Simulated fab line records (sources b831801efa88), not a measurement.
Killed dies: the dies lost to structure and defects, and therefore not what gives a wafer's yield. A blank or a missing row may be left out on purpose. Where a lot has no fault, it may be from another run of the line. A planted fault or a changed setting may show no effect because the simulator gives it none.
fab line records	flow sky130
record: lots: 7	wafers: 21	last_day: 50
route steps=708 shown LI_CONTACT@385 LOCAL_INTERCONNECT@387 PAD_OPEN@708
lots that met no fault: from a run of the same line without faults
start_h: start of the lot's first displayed wafer, in hours after the record's first day	wait_h: hours from the lot's prior step to this one	" as in the row above	L1.1+2: one row covering several wafers at once	- value missing, or start not given	* or withheld: withheld	< > ~ a bound
route shown NAME@n: a module of which the file shows steps, and the number in the route of the first	usual: mean/standard deviation of fault-free wafers	same: alike in all rows	chamber/n: place in a boat	sites: per-site readings	_std_site: standard deviation across them	_edge_site: outer sites' mean less inner sites'	radius_mm: how far each site lies from the wafer's centre	mask NAME#n: copy n	behind: the most recent tool/chamber to have shaped the wafer	hold: why the lot went on hold/how many hours it stayed there/how the hold came to an end	device: which transistor (n, p or np) failed to switch	end of line: the route-end tests of the same wafers	step lacking rows: just its recipe	killed: at the first sort, the dies lost to defects and structure; wafer yield is something else	map: the dies of a wafer, with x for killed, . for not killed, _ for no die there
set.NAME: the setting that was run; set.NAME@STEP: the one run at that earlier step	model.NAME: the simulator's own value behind a step, which no gauge read
lots seen at some steps along the route; tables by step, rows by wafer
services: a tool's chamber out of use, with start hour (start_h, from the record's first day; less than 0 if before it), hours out, and reason
== steps ==
step: SKY_LI_CONTACT_THK_MEAS_23
recipe: thk_meas_gauge: xrf	reads: W_of_LI_CONTACT_CVD_21
usual: LI_CONTACT_W_THK: 424/7.3
lot.wafer	tool	chamber	start_h	wait_h	LI_CONTACT_W_THK[nm]
L373.1	film_metro-01	-	711.39	0.1	419
L373.5	"	-	"	"	426
L373.6	"	-	"	"	427
L377.2	film_metro-02	-	737.13	0.1	426
L377.5	"	-	"	"	423
L377.6	"	-	"	"	433
L382.2	film_metro-02	-	783.60	0.1	418
L382.5	"	-	"	"	428
L382.6	"	-	"	"	419
L383.1	film_metro-01	-	788.66	0.1	422
L383.2	"	-	"	"	430
L383.4	"	-	"	"	422
L384.1	film_metro-01	-	791.80	0.1	413
L384.4	"	-	"	"	413
L384.5	"	-	"	"	412
L391.1	film_metro-01	-	844.11	0.1	424
L391.3	"	-	"	"	423
L391.6	"	-	"	"	426
L393.2	film_metro-02	-	851.20	0.1	418
L393.3	"	-	"	"	419
L393.5	"	-	"	"	425
step: SKY_LI_CONTACT_CMP_24
recipe: stop_on: PSG	t_overpolish_s: 20	down_force_psi: 3.5	platen_rpm: 60	target_thk_nm: 0	pad_velocity_m_s: 0.94248
usual: edge_zone_pressure_frac: 1.000/0.0053	motor_current_A: 11.0/0.68	overpolish_run_s: 19.999/0.0092	time_to_endpoint_s: 98/5.2
lot.wafer	tool	chamber	start_h	wait_h	edge_zone_pressure_frac	motor_current_A	overpolish_run_s	time_to_endpoint_s
L373.1	cmp-02	3	711.45	0.1	0.992	9.6	19.974	94
L373.6	"	3	"	"	0.998	10.0	19.995	93
L373.5	"	0	"	"	1.001	12.4	19.995	98
L377.2	cmp-02	2	737.23	0.1	0.989	10.9	19.990	91
L377.6	"	1	"	"	1.001	10.5	20.000	94
L377.5	"	2	"	"	0.995	11.1	20.002	94
L382.2	cmp-01	2	783.65	0.0	0.995	10.9	19.997	96
L382.6	"	2	"	"	1.000	10.9	20.003	96
L382.5	"	3	"	"	1.005	10.7	19.999	100
L383.4	cmp-02	2	788.72	0.0	1.001	10.6	19.999	96
L383.1	"	3	"	"	0.998	10.3	19.985	93
L383.2	"	1	"	"	1.008	10.1	19.996	92
L384.4	cmp-02	0	791.91	0.1	1.006	12.7	19.993	96
L384.1	"	1	"	"	1.003	10.5	19.992	92
L384.5	"	3	"	"	0.997	9.8	19.994	90
L391.1	cmp-02	2	844.17	0.1	1.007	11.2	20.001	95
L391.3	"	3	"	"	1.007	10.1	19.996	93
L391.6	"	2	"	"	1.005	11.1	19.998	97
L393.3	cmp-01	2	851.25	0.0	1.002	10.9	19.987	98
L393.2	"	0	"	"	0.998	12.0	19.986	100
L393.5	"	2	"	"	0.996	11.1	20.001	98
step: SKY_LOCAL_INTERCONNECT_SPUTTER_00
recipe: material: TiN	target_thk_nm: 100	temp_c: 300	power_w: 6500	time_s: 83.3	chamber_pressure_pa: 0.4
usual: throttle_valve_pct: 29.8/0.97
lot.wafer	tool	chamber	start_h	wait_h	throttle_valve_pct
L373.1	pvd_sputter-04	-	711.75	0.2	29.8
L373.5	"	-	"	"	29.6
L373.6	"	-	"	"	29.7
L377.2	pvd_sputter-02	-	737.48	0.2	29.0
L377.5	"	-	"	"	29.1
L377.6	"	-	"	"	31.1
L382.2	pvd_sputter-02	-	783.95	0.2	30.2
L382.5	"	-	"	"	31.2
L382.6	"	-	"	"	29.0
L383.1	pvd_sputter-02	-	789.02	0.2	31.2
L383.2	"	-	"	"	29.7
L383.4	"	-	"	"	29.0
L384.1	pvd_sputter-04	-	792.16	0.1	29.4
L384.4	"	-	"	"	29.8
L384.5	"	-	"	"	29.1
L391.1	pvd_sputter-02	-	844.47	0.2	30.3
L391.3	"	-	"	"	29.7
L391.6	"	-	"	"	31.0
L393.2	pvd_sputter-01	-	851.55	0.1	27.7
L393.3	"	-	"	"	31.1
L393.5	"	-	"	"	31.3
step: SKY_LOCAL_INTERCONNECT_RS_MEAS_01
recipe: thk_meas_gauge: four-point-probe	reads: TiN_of_LOCAL_INTERCONNECT_SPUTTER_00
usual: LOCAL_INTERCONNECT_TIN_RS: 14.17/0.2
lot.wafer	tool	chamber	start_h	wait_h	LOCAL_INTERCONNECT_TIN_RS[ohm/sq]
L373.1	film_metro-01	-	711.81	0.0	14.25
L373.5	"	-	"	"	14.00
L373.6	"	-	"	"	14.38
L377.2	film_metro-01	-	737.56	0.1	14.01
L377.5	"	-	"	"	14.08
L377.6	"	-	"	"	13.97
L382.2	film_metro-02	-	784.03	0.1	14.44
L382.5	"	-	"	"	14.32
L382.6	"	-	"	"	14.39
L383.1	film_metro-04	-	789.08	0.0	13.89
L383.2	"	-	"	"	14.00
L383.4	"	-	"	"	13.94
L384.1	film_metro-04	-	792.22	0.0	14.47
L384.4	"	-	"	"	14.10
L384.5	"	-	"	"	14.25
L391.1	film_metro-02	-	844.53	0.0	14.03
L391.3	"	-	"	"	13.89
L391.6	"	-	"	"	13.80
L393.2	film_metro-01	-	851.64	0.1	14.19
L393.3	"	-	"	"	14.04
L393.5	"	-	"	"	14.12
step: SKY_LOCAL_INTERCONNECT_THK_MEAS_02
recipe: thk_meas_gauge: xrf	reads: TiN_of_LOCAL_INTERCONNECT_SPUTTER_00
usual: LOCAL_INTERCONNECT_TIN_THK: 101.2/1.5
lot.wafer	tool	chamber	start_h	wait_h	LOCAL_INTERCONNECT_TIN_THK[nm]
L373.1	film_metro-01	-	711.93	0.1	101.4
L373.5	"	-	"	"	102.7
L373.6	"	-	"	"	100.6
L377.2	film_metro-01	-	737.67	0.1	102.6
L377.5	"	-	"	"	102.7
L377.6	"	-	"	"	102.7
L382.2	film_metro-02	-	784.14	0.1	98.7
L382.5	"	-	"	"	99.8
L382.6	"	-	"	"	98.7
L383.1	film_metro-04	-	789.20	0.1	103.3
L383.2	"	-	"	"	102.8
L383.4	"	-	"	"	103.2
L384.1	film_metro-04	-	792.34	0.1	99.7
L384.4	"	-	"	"	102.3
L384.5	"	-	"	"	101.3
L391.1	film_metro-02	-	844.65	0.1	101.6
L391.3	"	-	"	"	102.8
L391.6	"	-	"	"	103.1
L393.2	film_metro-01	-	851.75	0.1	101.2
L393.3	"	-	"	"	102.7
L393.5	"	-	"	"	101.8
step: SKY_LOCAL_INTERCONNECT_DEHYDRATE_03
recipe: temp_c: 200	time_s: 60
step: SKY_LOCAL_INTERCONNECT_HMDS_04
recipe: prime_time_s: 60	prime_temp_c: 120
step: SKY_LOCAL_INTERCONNECT_COAT_05
recipe: resist: BARC	temp_c: withheld	time_s: withheld	spin_rpm: 3000	resist_thk_nm: 60
step: SKY_LOCAL_INTERCONNECT_COAT_06
recipe: resist: KrF-thick	spin_rpm: 3000	resist_thk_nm: 450
step: SKY_LOCAL_INTERCONNECT_SOFTBAKE_07
recipe: temp_c: 100	time_s: 90	resist: KrF-thick
step: SKY_LOCAL_INTERCONNECT_EXPOSE_08
recipe: mask_id: LI1M	na: 0.8	source_shape: annular	sigma_inner: 0.55	sigma_outer: 0.85	target_cd_nm: 170	dose_mj: 28
step: SKY_LOCAL_INTERCONNECT_PEB_09
recipe: peb_temp_c: withheld	peb_time_s: withheld	resist: KrF-thick
step: SKY_LOCAL_INTERCONNECT_DEVELOP_10
recipe: develop_time_s: 60	resist: KrF-thick	dev_temp_c: 21
usual: developer_temp_C: 20.97/0.11
lot.wafer	tool	chamber	start_h	wait_h	developer_temp_C
L373.1	litho_track-01	0	739	-	20.79
L373.5	"	0	"	"	21.02
L373.6	"	0	"	"	21.11
L377.2	litho_track-04	0	765	-	20.96
L377.5	"	0	"	"	20.93
L377.6	"	0	"	"	20.84
L382.2	litho_track-01	0	810	-	23.09
L382.5	"	0	"	"	22.96
L382.6	"	0	"	"	23.17
L383.1	litho_track-01	0	816	-	23.10
L383.2	"	0	"	"	23.12
L383.4	"	0	"	"	23.30
L384.1	litho_track-01	0	818	-	23.06
L384.4	"	0	"	"	22.93
L384.5	"	0	"	"	23.14
L391.1	litho_track-03	0	870	-	20.77
L391.3	"	0	"	"	20.81
L391.6	"	0	"	"	20.77
L393.2	litho_track-03	0	877	-	21.13
L393.3	"	0	"	"	21.09
L393.5	"	0	"	"	20.98
step: SKY_LOCAL_INTERCONNECT_CD_MEAS_11
recipe: target_cd_nm: 170
usual: cd_nm: 169.1/1.5
lot.wafer	tool	chamber	start_h	wait_h	cd_nm
L373.1	cd_sem-02	-	739.51	-	167.3
L373.5	"	-	"	"	167.2
L373.6	"	-	"	"	167.1
L377.2	cd_sem-02	-	765.55	-	167.6
L377.5	"	-	"	"	167.2
L377.6	"	-	"	"	167.3
L382.2	cd_sem-02	-	810.53	-	170.6
L382.5	"	-	"	"	169.2
L382.6	"	-	"	"	169.9
L383.1	cd_sem-02	-	816.31	-	166.7
L383.2	"	-	"	"	166.9
L383.4	"	-	"	"	167.0
L384.1	cd_sem-02	-	818.66	-	167.2
L384.4	"	-	"	"	167.9
L384.5	"	-	"	"	166.6
L391.1	cd_sem-02	-	870.93	-	170.1
L391.3	"	-	"	"	169.5
L391.6	"	-	"	"	169.0
L393.2	cd_sem-02	-	877.90	-	169.0
L393.3	"	-	"	"	169.0
L393.5	"	-	"	"	168.8
step: SKY_PAD_OPEN_PROBE_99
usual: killed_at_M0_to_M3: 45/7.2	killed_at_M4_up: 3.0/1.8	killed_at_contacts: 25/6.1	killed_at_front_end: 14/4.4	killed_at_other: 0.2/0.44	killed_dies: 88/10	killed_open: 48/7.4	killed_short: 40/6.3
same: gross_dies: 492	killed_at_back_side: 0
lot.wafer	tool	chamber	start_h	wait_h	killed_at_M0_to_M3	killed_at_M4_up	killed_at_contacts	killed_at_front_end	killed_at_other	killed_dies	killed_open	killed_short
L373.1	prober-01	-	1105.10	0.1	40	5	30	19	0	94	46	48
L373.5	prober-01	-	1105.30	0.2	46	4	14	11	1	76	38	38
L373.6	prober-01	-	1105.35	0.2	41	3	25	14	0	83	44	39
L377.2	prober-01	-	1122.69	0.1	31	4	20	15	0	70	36	34
L377.5	prober-01	-	1122.84	0.2	57	0	21	15	0	93	46	47
L377.6	prober-01	-	1122.89	0.2	51	7	20	24	1	103	58	45
L382.2	prober-02	-	1152.86	0.1	45	5	22	14	0	86	49	37
L382.5	prober-02	-	1153.01	0.2	36	2	33	18	0	89	49	40
L382.6	prober-02	-	1153.06	0.2	42	2	37	20	0	101	59	42
L383.1	prober-01	-	1160.23	0.1	45	3	30	17	1	96	45	51
L383.2	prober-01	-	1160.28	0.1	51	3	32	6	0	92	61	31
L383.4	prober-01	-	1160.38	0.2	55	3	24	17	0	99	57	42
L384.1	prober-02	-	1160.90	0.1	50	3	29	6	0	88	45	43
L384.4	prober-02	-	1161.05	0.2	46	1	22	14	0	83	43	40
L384.5	prober-02	-	1161.10	0.2	53	1	43	14	1	112	68	44
L391.1	prober-01	-	1193.18	0.1	43	5	30	20	0	98	49	49
L391.3	prober-01	-	1193.28	0.2	43	2	25	11	0	81	46	35
L391.6	prober-01	-	1193.43	0.2	47	3	27	14	1	92	59	33
L393.2	prober-02	-	1198.52	0.1	51	2	21	19	1	94	50	44
L393.3	prober-02	-	1198.57	0.2	42	1	13	13	1	70	42	28
L393.5	prober-02	-	1198.67	0.2	47	3	16	11	1	78	38	40
killed by level:class
L373.1 CONTACT:geometric_particle:open=10 POLY_GATE:geometric_particle:short=9 LI_CONTACT:geometric_particle:open=9 METAL2:geometric_particle:short=7 VIA3:geometric_particle:open=6 LI_CONTACT:geometric_particle:short=6 VIA2:geometric_particle:open=6 VIA1:geometric_particle:short=5
L373.5 VIA2:geometric_particle:open=9 VIA1:geometric_particle:open=8 VIA1:geometric_particle:short=6 LI_CONTACT:geometric_particle:open=5 VIA3:geometric_particle:open=5 CONTACT:geometric_particle:open=4 METAL2:geometric_particle:short=4 VIA2:geometric_particle:short=4
L373.6 CONTACT:geometric_particle:open=9 LI_CONTACT:geometric_particle:open=8 VIA3:geometric_particle:open=7 POLY_GATE:geometric_particle:short=6 VIA1:geometric_particle:open=6 VIA1:geometric_particle:short=5 CONTACT:geometric_particle:short=5 VIA2:geometric_particle:open=5
L377.2 VIA1:geometric_particle:open=9 FIELD_ISO:geometric_particle:short=6 CONTACT:geometric_particle:short=6 CONTACT:geometric_particle:open=6 POLY_GATE:geometric_particle:short=4 LI_CONTACT:geometric_particle:open=4 METAL2:geometric_particle:short=4 VIA2:geometric_particle:open=3
L377.5 VIA3:geometric_particle:open=12 LI_CONTACT:geometric_particle:open=9 VIA1:geometric_particle:open=9 METAL2:geometric_particle:short=8 VIA2:geometric_particle:open=7 METAL1:geometric_particle:short=7 VIA1:geometric_particle:short=6 CONTACT:geometric_particle:short=5
L377.6 VIA1:geometric_particle:open=17 VIA3:geometric_particle:open=10 METAL1:geometric_particle:short=6 POLY_GATE:geometric_particle:short=6 FIELD_ISO:geometric_particle:short=5 LI_CONTACT:geometric_particle:open=5 VIA1:geometric_particle:short=4 LOCAL_INTERCONNECT:geometric_particle:short=4
L382.2 VIA1:geometric_particle:open=10 LI_CONTACT:geometric_particle:open=9 VIA1:geometric_particle:short=7 VIA2:geometric_particle:open=7 CONTACT:geometric_particle:open=6 VIA3:geometric_particle:open=6 METAL4:geometric_particle:short=5 FIELD_ISO:geometric_particle:open=4
L382.5 CONTACT:geometric_particle:open=13 FIELD_ISO:geometric_particle:open=8 VIA3:geometric_particle:open=7 FIELD_ISO:geometric_particle:short=6 LOCAL_INTERCONNECT:geometric_particle:short=6 LI_CONTACT:geometric_particle:open=5 CONTACT:geometric_particle:short=5 VIA2:geometric_particle:open=5
L382.6 CONTACT:geometric_particle:open=15 VIA1:geometric_particle:open=12 LI_CONTACT:geometric_particle:open=11 FIELD_ISO:geometric_particle:open=8 METAL1:geometric_particle:short=6 CONTACT:geometric_particle:short=6 VIA3:geometric_particle:open=6 LOCAL_INTERCONNECT:geometric_particle:short=5
L383.1 LI_CONTACT:geometric_particle:open=7 CONTACT:geometric_particle:open=7 VIA2:geometric_particle:open=7 VIA1:geometric_particle:short=7 VIA3:geometric_particle:open=7 FIELD_ISO:geometric_particle:short=6 CONTACT:geometric_particle:short=6 VIA1:geometric_particle:open=6
L383.2 VIA1:geometric_particle:open=13 VIA2:geometric_particle:open=11 CONTACT:geometric_particle:open=9 VIA3:geometric_particle:open=8 LI_CONTACT:geometric_particle:open=7 VIA1:geometric_particle:short=7 LOCAL_INTERCONNECT:geometric_particle:short=6 METAL2:geometric_particle:short=5
L383.4 VIA1:geometric_particle:open=12 VIA2:geometric_particle:open=10 LI_CONTACT:geometric_particle:open=8 VIA3:geometric_particle:open=8 CONTACT:geometric_particle:open=6 LOCAL_INTERCONNECT:geometric_particle:short=5 METAL2:geometric_particle:short=5 CONTACT:geometric_particle:short=5
L384.1 VIA1:geometric_particle:open=15 METAL1:geometric_particle:short=13 LI_CONTACT:geometric_particle:open=10 CONTACT:geometric_particle:open=9 CONTACT:geometric_particle:short=7 VIA1:geometric_particle:short=5 VIA2:geometric_particle:short=4 VIA3:geometric_particle:short=4
L384.4 VIA1:geometric_particle:open=16 VIA1:geometric_particle:short=6 VIA3:geometric_particle:open=6 LI_CONTACT:geometric_particle:short=5 LI_CONTACT:geometric_particle:open=5 LOCAL_INTERCONNECT:geometric_particle:short=5 CONTACT:geometric_particle:short=5 POLY_GATE:geometric_particle:open=4
L384.5 CONTACT:geometric_particle:open=21 VIA3:geometric_particle:open=13 METAL1:geometric_particle:short=9 CONTACT:geometric_particle:short=9 VIA1:geometric_particle:open=8 LI_CONTACT:geometric_particle:open=6 VIA2:geometric_particle:open=5 FIELD_ISO:geometric_particle:short=4
L391.1 VIA1:geometric_particle:open=10 CONTACT:geometric_particle:open=8 FIELD_ISO:geometric_particle:open=7 VIA3:geometric_particle:open=7 LOCAL_INTERCONNECT:geometric_particle:short=6 LI_CONTACT:geometric_particle:open=6 CONTACT:geometric_particle:short=6 VIA3:geometric_particle:short=6
L391.3 VIA1:geometric_particle:open=12 CONTACT:geometric_particle:open=11 METAL1:geometric_particle:short=9 VIA2:geometric_particle:open=6 FIELD_ISO:geometric_particle:open=5 LI_CONTACT:geometric_particle:open=5 VIA1:geometric_particle:short=5 POLY_GATE:geometric_particle:short=4
L391.6 CONTACT:geometric_particle:open=11 LI_CONTACT:geometric_particle:open=9 VIA1:geometric_particle:open=9 METAL1:geometric_particle:short=8 VIA2:geometric_particle:open=8 VIA3:geometric_particle:open=6 METAL2:geometric_particle:short=6 FIELD_ISO:geometric_particle:open=5
L393.2 VIA1:geometric_particle:open=12 CONTACT:geometric_particle:open=11 METAL2:geometric_particle:short=11 VIA3:geometric_particle:open=7 VIA2:geometric_particle:open=6 FIELD_ISO:geometric_particle:short=5 CONTACT:geometric_particle:short=5 VIA1:geometric_particle:short=3
L393.3 VIA2:geometric_particle:open=9 VIA1:geometric_particle:open=8 VIA3:geometric_particle:open=8 LI_CONTACT:geometric_particle:open=5 CONTACT:geometric_particle:short=4 POLY_GATE:geometric_particle:short=3 POLY_GATE:geometric_particle:open=3 METAL3:geometric_particle:short=3
L393.5 VIA1:geometric_particle:open=11 VIA1:geometric_particle:short=10 METAL1:geometric_particle:short=8 CONTACT:geometric_particle:open=7 VIA2:geometric_particle:open=5 POLY_GATE:geometric_particle:open=4 LI_CONTACT:geometric_particle:open=4 METAL2:geometric_particle:short=3
== services ==
tool	chamber	start_h	hours	kind
cmp-01	-	697.33	4.0	pm
cmp-02	-	709.32	1.2	repair
cmp-01	-	726.31	0.8	repair
pvd_sputter-01	-	733.17	7.0	repair
cmp-02	-	734.35	2.3	repair
cmp-01	-	744.21	4.0	pm
cmp-01	-	748.21	-	consumable_replace:conditioner
cmp-01	-	748.21	-	consumable_replace:pad
cmp-02	-	757.66	2.5	repair
cmp-02	-	802.76	1.7	repair
cmp-01	-	808.03	2.9	repair
pvd_sputter-01	-	811.31	12.5	repair
cmp-02	-	828.17	1.4	repair
pvd_sputter-04	-	841.51	1.9	repair
cmp-02	-	851.60	0.7	repair
cmp-02	-	858.47	3.0	repair
cmp-01	-	864.11	2.9	repair
== key ==
first_sign: step: SKY_LOCAL_INTERCONNECT_DEVELOP_10	reading: developer_temp_C	direction: up	sigmas: 20	usual: *	struck: *
effect none on later readings
met_at SKY_LOCAL_INTERCONNECT_DEVELOP_10
struck_wafers L382.2,L382.5,L382.6,L383.1,L383.2,L383.4,L384.1,L384.4,L384.5
tester_left_out L382,L383,L384
onset_between 739 810
fault: kind: process_parameter_drift	tool: litho_track-01	chamber: -	onset_h: 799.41	steps: SKY_LOCAL_INTERCONNECT_DEVELOP_10	channel: dev_temp_c	offset: *	shape: step	end_h: 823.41	acts_in: *	stated: *
tester_left_out: of these lots the tester's yield and bins aren't shown, on N5 and GAA mostly nor the transistor test; their killed dies are dies lost to structure and defects alone, not to doping, threshold or leakage, so they don't give the yield
